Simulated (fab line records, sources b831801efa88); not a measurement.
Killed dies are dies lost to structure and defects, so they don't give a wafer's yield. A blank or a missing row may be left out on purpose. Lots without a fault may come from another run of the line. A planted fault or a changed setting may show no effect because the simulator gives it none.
fab line records | flow sky130
record lots=10 wafers=30 last_day=50
route steps=708 shown LI_CONTACT@383 LOCAL_INTERCONNECT@388 VIA2@530 CAPM@539
lots that met no fault: from a run of the same line without faults
start_h: hours from the record's first day to the start of the lot's first wafer shown | wait_h: hours since the lot's step before | " the same as in the row above | L1.1+2: a row that stands for several wafers | - no value, or no start given | * or withheld: withheld | < > ~ a bound
route shown NAME@n: a module of which the file shows steps, and the number in the route of the first | usual: mean/standard deviation of fault-free wafers | same: alike in all rows | chamber/n: place in a boat | sites: the reading at each site | _std_site: their standard deviation | _edge_site: outer sites' mean less inner sites' | radius_mm: how far each site lies from the wafer's centre | mask NAME#n: copy n | behind: the tool/chamber that last shaped the wafer | hold: why the lot was held/for how many hours/how that ended | device: the transistor (n, p or np) that didn't switch | end of line: the same wafers' tests at the end of the route | a step without rows: its recipe alone | killed: dies lost to structure and defects at the first sort, not the wafer's yield | map: a wafer's dies, x killed, . not, _ none there
set.NAME: the setting as run; set.NAME@STEP: as run at that earlier step | model.NAME: the simulator's own value behind a step, which no gauge read
steps of the route over a sample of lots; a table a step, a row a wafer
services: from which hour (start_h, from the record's first day; less than 0 if before it) a tool's chamber was out of use, for how many hours, and why
## steps
# step SKY_LI_CONTACT_CVD_21
# recipe material=W target_thk_nm=400 time_s=120.56 temp_c=400 pressure_torr=40
# usual heater_power_w=886/60
# columns lot.wafer tool chamber start_h wait_h heater_power_w
L347.1 cvd_w-02 0 676.77 0.0 993
L347.2 " 1 " " 890
L347.5 " 0 " " 1004
L348.2 cvd_w-01 0 685.20 0.0 825
L348.3 " 1 " " 879
L348.5 " 1 " " 861
L349.3 cvd_w-01 0 688.33 0.1 809
L349.5 " 0 " " 841
L349.6 " 1 " " 891
L350.3 cvd_w-02 1 703.41 0.1 866
L350.4 " 0 " " 1005
L350.5 " 1 " " 874
L351.1 cvd_w-01 1 715.87 0.0 873
L351.2 " 0 " " 847
L351.5 " 1 " " 867
L352.2 cvd_w-02 0 717.15 0.0 968
L352.5 " 0 " " 976
L352.6 " 1 " " 873
L353.1 cvd_w-01 0 723.40 0.0 830
L353.2 " 1 " " 875
L353.3 " 0 " " 822
L359.1 cvd_w-02 1 778.39 0.0 889
L359.4 " 0 " " 986
L359.5 " 1 " " 911
L361.2 cvd_w-01 0 792.48 0.0 841
L361.4 " 0 " " 850
L361.6 " 0 " " 832
L368.1 cvd_w-02 0 859.62 0.0 1004
L368.3 " 1 " " 875
L368.6 " 1 " " 875
# step SKY_LOCAL_INTERCONNECT_RS_MEAS_01
# recipe thk_meas_gauge=four-point-probe reads=TiN_of_LOCAL_INTERCONNECT_SPUTTER_00
# usual LOCAL_INTERCONNECT_TIN_RS=14.22/0.2
# columns lot.wafer tool chamber start_h wait_h LOCAL_INTERCONNECT_TIN_RS[ohm/sq]
L347.1 film_metro-03 - 677.44 0.0 14.20
L347.2 " - " " 14.31
L347.5 " - " " 14.33
L348.2 film_metro-03 - 685.89 0.1 14.40
L348.3 " - " " 14.22
L348.5 " - " " 14.42
L349.3 film_metro-04 - 688.99 0.1 14.12
L349.5 " - " " 13.89
L349.6 " - " " 13.78
L350.3 film_metro-03 - 704.08 0.1 14.37
L350.4 " - " " 14.27
L350.5 " - " " 14.27
L351.1 film_metro-03 - 716.54 0.0 14.27
L351.2 " - " " 14.44
L351.5 " - " " 14.32
L352.2 film_metro-03 - 717.92 0.1 14.01
L352.5 " - " " 13.93
L352.6 " - " " 14.37
L353.1 film_metro-04 - 724.26 0.0 14.23
L353.2 " - " " 14.47
L353.3 " - " " 14.43
L359.1 film_metro-03 - 779.06 0.0 14.11
L359.4 " - " " 14.09
L359.5 " - " " 14.27
L361.2 film_metro-02 - 793.43 0.1 14.32
L361.4 " - " " 14.28
L361.6 " - " " 14.10
L368.1 film_metro-03 - 860.30 0.0 14.08
L368.3 " - " " 14.35
L368.6 " - " " 14.38
# step SKY_VIA2_THK_MEAS_23
# recipe thk_meas_gauge=xrf reads=W_of_VIA2_CVD_21
# usual VIA2_W_THK=409/7.5
# columns lot.wafer tool chamber start_h wait_h VIA2_W_THK[nm]
L347.1 film_metro-03 - 849.18 0.1 403
L347.2 " - " " 415
L347.5 " - " " 407
L348.2 film_metro-01 - 855.93 0.1 418
L348.3 " - " " 413
L348.5 " - " " 411
L349.3 film_metro-03 - 859.60 0.1 409
L349.5 " - " " 405
L349.6 " - " " 407
L350.3 film_metro-03 - 872.31 0.1 409
L350.4 " - " " 405
L350.5 " - " " 405
L351.1 film_metro-01 - 884.18 0.1 422
L351.2 " - " " 423
L351.5 " - " " 419
L352.2 film_metro-03 - 886.06 0.1 403
L352.5 " - " " 398
L352.6 " - " " 393
L353.1 film_metro-03 - 893.56 0.1 408
L353.2 " - " " 405
L353.3 " - " " 409
L359.1 film_metro-03 - 943.30 0.1 403
L359.4 " - " " 409
L359.5 " - " " 404
L361.2 film_metro-04 - 958.44 0.1 412
L361.4 " - " " 404
L361.6 " - " " 405
L368.1 film_metro-03 - 1018.05 0.1 403
L368.3 " - " " 402
L368.6 " - " " 403
# step SKY_CAPM_SPUTTER_02
# recipe material=TiN target_thk_nm=200 temp_c=300 power_w=6500 time_s=166.7 chamber_pressure_pa=0.4
# usual throttle_valve_pct=29.8/1
# columns lot.wafer tool chamber start_h wait_h throttle_valve_pct
L347.1 pvd_sputter-03 - 849.77 0.1 31.4
L347.2 " - " " 29.9
L347.5 " - " " 31.3
L348.2 pvd_sputter-02 - 856.52 0.0 29.9
L348.3 " - " " 29.4
L348.5 " - " " 30.0
L349.3 pvd_sputter-01 - 860.19 0.0 28.6
L349.5 " - " " 28.2
L349.6 " - " " 29.2
L350.3 pvd_sputter-01 - 872.90 0.0 29.3
L350.4 " - " " 28.5
L350.5 " - " " 29.4
L351.1 pvd_sputter-01 - 884.78 0.1 29.4
L351.2 " - " " 28.7
L351.5 " - " " 29.4
L352.2 pvd_sputter-03 - 886.64 0.0 30.3
L352.5 " - " " 31.3
L352.6 " - " " 30.0
L353.1 pvd_sputter-03 - 894.15 0.1 30.1
L353.2 " - " " 31.4
L353.3 " - " " 31.3
L359.1 pvd_sputter-03 - 943.90 0.1 31.4
L359.4 " - " " 30.3
L359.5 " - " " 30.1
L361.2 pvd_sputter-01 - 959.13 0.0 29.6
L361.4 " - " " 29.0
L361.6 " - " " 29.4
L368.1 pvd_sputter-02 - 1018.65 0.1 28.0
L368.3 " - " " 29.6
L368.6 " - " " 29.4
# step SKY_CAPM_RS_MEAS_03
# recipe thk_meas_gauge=four-point-probe reads=TiN_of_CAPM_SPUTTER_02
# usual CAPM_TIN_RS=6.91/0.095
# columns lot.wafer tool chamber start_h wait_h CAPM_TIN_RS[ohm/sq]
L347.1 film_metro-01 - 849.88 0.1 6.78
L347.2 " - " " 6.78
L347.5 " - " " 6.85
L348.2 film_metro-03 - 856.66 0.1 6.89
L348.3 " - " " 6.89
L348.5 " - " " 6.89
L349.3 film_metro-02 - 860.34 0.1 6.92
L349.5 " - " " 6.90
L349.6 " - " " 6.92
L350.3 film_metro-02 - 873.05 0.1 6.92
L350.4 " - " " 6.80
L350.5 " - " " 6.82
L351.1 film_metro-03 - 884.89 0.1 6.71
L351.2 " - " " 6.73
L351.5 " - " " 6.73
L352.2 film_metro-03 - 886.77 0.1 6.86
L352.5 " - " " 6.98
L352.6 " - " " 6.95
L353.1 film_metro-03 - 894.26 0.1 6.79
L353.2 " - " " 6.96
L353.3 " - " " 6.87
L359.1 film_metro-03 - 944.00 0.1 7.10
L359.4 " - " " 7.00
L359.5 " - " " 7.04
L361.2 film_metro-01 - 959.26 0.1 6.85
L361.4 " - " " 8.66
L361.6 " - " " 6.82
L368.1 film_metro-03 - 1018.76 0.1 6.80
L368.3 " - " " 6.72
L368.6 " - " " 6.74
# step SKY_CAPM_THK_MEAS_04
# recipe thk_meas_gauge=xrf reads=TiN_of_CAPM_SPUTTER_02
# usual CAPM_TIN_THK=201.1/2.9
# columns lot.wafer tool chamber start_h wait_h CAPM_TIN_THK[nm]
L347.1 film_metro-01 - 850.00 0.1 204.6
L347.2 " - " " 203.9
L347.5 " - " " 201.9
L348.2 film_metro-03 - 856.77 0.1 200.7
L348.3 " - " " 200.2
L348.5 " - " " 201.1
L349.3 film_metro-02 - 860.44 0.1 202.2
L349.5 " - " " 202.5
L349.6 " - " " 202.2
L350.3 film_metro-02 - 873.15 0.1 202.1
L350.4 " - " " 204.4
L350.5 " - " " 204.2
L351.1 film_metro-03 - 885.01 0.1 207.2
L351.2 " - " " 207.0
L351.5 " - " " 205.3
L352.2 film_metro-03 - 886.88 0.1 201.7
L352.5 " - " " 199.3
L352.6 " - " " 199.4
L353.1 film_metro-03 - 894.38 0.1 203.8
L353.2 " - " " 199.8
L353.3 " - " " 204.0
L359.1 film_metro-03 - 944.12 0.1 195.4
L359.4 " - " " 197.6
L359.5 " - " " 196.9
L361.2 film_metro-01 - 959.37 0.1 201.7
L361.4 " - " " 160.7
L361.6 " - " " 202.3
L368.1 film_metro-03 - 1018.88 0.1 204.8
L368.3 " - " " 207.6
L368.6 " - " " 206.7
# step SKY_CAPM_METAL_ETCH_13
# recipe target_depth_nm=220 stop_on=SiO2 chemistry=Cl2/BCl3 target=TiN pressure_mtorr=10 icp_w=900 bias_w=48.5 Cl2_flow_sccm=60 bcl3_flow_sccm=30 time_s=62.9
# usual drypump_motor_current_A=5.58/0.22 mfc_cl2_sccm=60.01/0.18 oes_product_au=0.941/0.009 throttle_valve_pct=21.902/0.011
# columns lot.wafer tool chamber start_h wait_h drypump_motor_current_A mfc_cl2_sccm oes_product_au rf_hours_counter_h throttle_valve_pct
L347.1 rie_metal-04 1 875.80 0.0 5.23 59.89 0.960 7 21.887
L347.2 " 0 " " 5.88 59.97 0.953 8 21.889
L347.5 " 1 " " 5.23 59.91 0.940 - 21.903
L348.2 rie_metal-03 0 882.98 0.0 5.64 60.26 0.940 - 21.886
L348.3 " 0 " " 5.62 60.10 0.939 - 21.899
L348.5 " 0 " " 5.63 60.17 0.940 - 21.899
L349.3 rie_metal-02 0 886.23 0.0 5.29 60.28 0.940 - 21.898
L349.5 " 0 " " 5.31 60.00 0.938 - 21.902
L349.6 " 1 " " 5.79 60.28 0.931 - 21.906
L350.3 rie_metal-03 1 898.36 0.1 5.61 59.81 0.947 - 21.898
L350.4 " 1 " " 5.62 60.33 0.955 - 21.897
L350.5 " 1 " " 5.65 59.99 0.950 - 21.905
L351.1 rie_metal-03 0 910.54 0.0 5.60 59.95 0.957 0 21.891
L351.2 " 1 " " 5.61 60.00 0.945 1 21.897
L351.5 " 0 " " 5.60 60.11 0.955 - 21.895
L352.2 rie_metal-04 0 912.79 0.0 5.86 60.14 0.940 10 21.902
L352.5 " 1 " " 5.22 60.08 0.940 - 21.918
L352.6 " 0 " " 5.85 59.76 0.935 - 21.889
L353.1 rie_metal-04 0 920.16 0.0 5.88 60.08 0.951 10 21.905
L353.2 " 1 " " 5.23 59.71 0.938 8 21.913
L353.3 " 1 " " 5.24 59.74 0.940 - 21.901
L359.1 rie_metal-03 0 968.55 0.0 5.62 60.06 0.920 3 21.907
L359.4 " 0 " " 5.62 60.22 0.935 - 21.890
L359.5 " 0 " " 5.63 59.94 0.927 - 21.915
L361.2 rie_metal-02 0 983.60 0.0 5.30 59.84 0.946 15 21.901
L361.4 " 1 " " 5.79 60.07 0.835 - 21.973
L361.6 " 0 " " 5.29 59.87 0.948 - 21.897
L368.1 rie_metal-04 1 1040.95 0.0 5.22 60.16 0.954 14 21.899
L368.3 " 1 " " 5.23 60.08 0.952 - 21.891
L368.6 " 1 " " 5.25 60.02 0.961 - 21.882
## services
# columns tool chamber start_h hours kind
cvd_w-01 - 663.98 0.8 repair
cvd_w-01 - 689.15 1.4 repair
pvd_sputter-01 - 708.23 2.4 repair
rie_metal-02 0 730.05 3.7 repair
cvd_w-02 0 732.73 7.5 repair
cvd_w-01 - 732.91 0.4 repair
rie_metal-02 - 748.84 2.8 pm
pvd_sputter-03 - 802.66 5.0 repair
rie_metal-03 1 813.24 9.5 repair
cvd_w-02 - 826.13 5.9 repair
rie_metal-04 - 827.30 1.4 pm
cvd_w-02 - 832.01 14.6 pm
cvd_w-02 - 857.39 0.5 repair
cvd_w-01 0 866.89 3.8 repair
cvd_w-02 0 869.53 5.2 repair
cvd_w-01 - 904.00 14.0 pm
cvd_w-02 1 909.11 4.3 repair
cvd_w-01 - 1001.37 1.9 repair
cvd_w-01 - 1002.64 0.4 repair
cvd_w-02 1 1011.19 3.4 repair
cvd_w-02 - 1015.51 0.9 repair
cvd_w-01 - 1027.61 6.0 pm
cvd_w-01 - 1037.99 1.5 repair
cvd_w-02 - 1040.62 4.3 pm
## key
first_sign step=SKY_CAPM_RS_MEAS_03 reading=CAPM_TIN_RS direction=up sigmas=18 usual=6.91 struck=8.66
effect step=SKY_CAPM_THK_MEAS_04 reading=CAPM_TIN_THK direction=down sigmas=14 usual=201.1 struck=160.7
effect step=SKY_CAPM_METAL_ETCH_13 reading=oes_product_au direction=down sigmas=12 usual=0.941 struck=0.835
met_at SKY_CAPM_SPUTTER_02
struck_lots L361
struck_wafers L361.4
not_acting_at SKY_LI_CONTACT_CVD_21,SKY_LOCAL_INTERCONNECT_RS_MEAS_01,SKY_VIA2_THK_MEAS_23
onset_between 872.90 959.13
fault kind=process_parameter_drift tool=pvd_sputter-01 chamber=- onset_h=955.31 steps=SKY_CAPM_SPUTTER_02 channel=time_s offset=* shape=step end_h=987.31 acts_in=* stated=* scope=struck_wafers_only
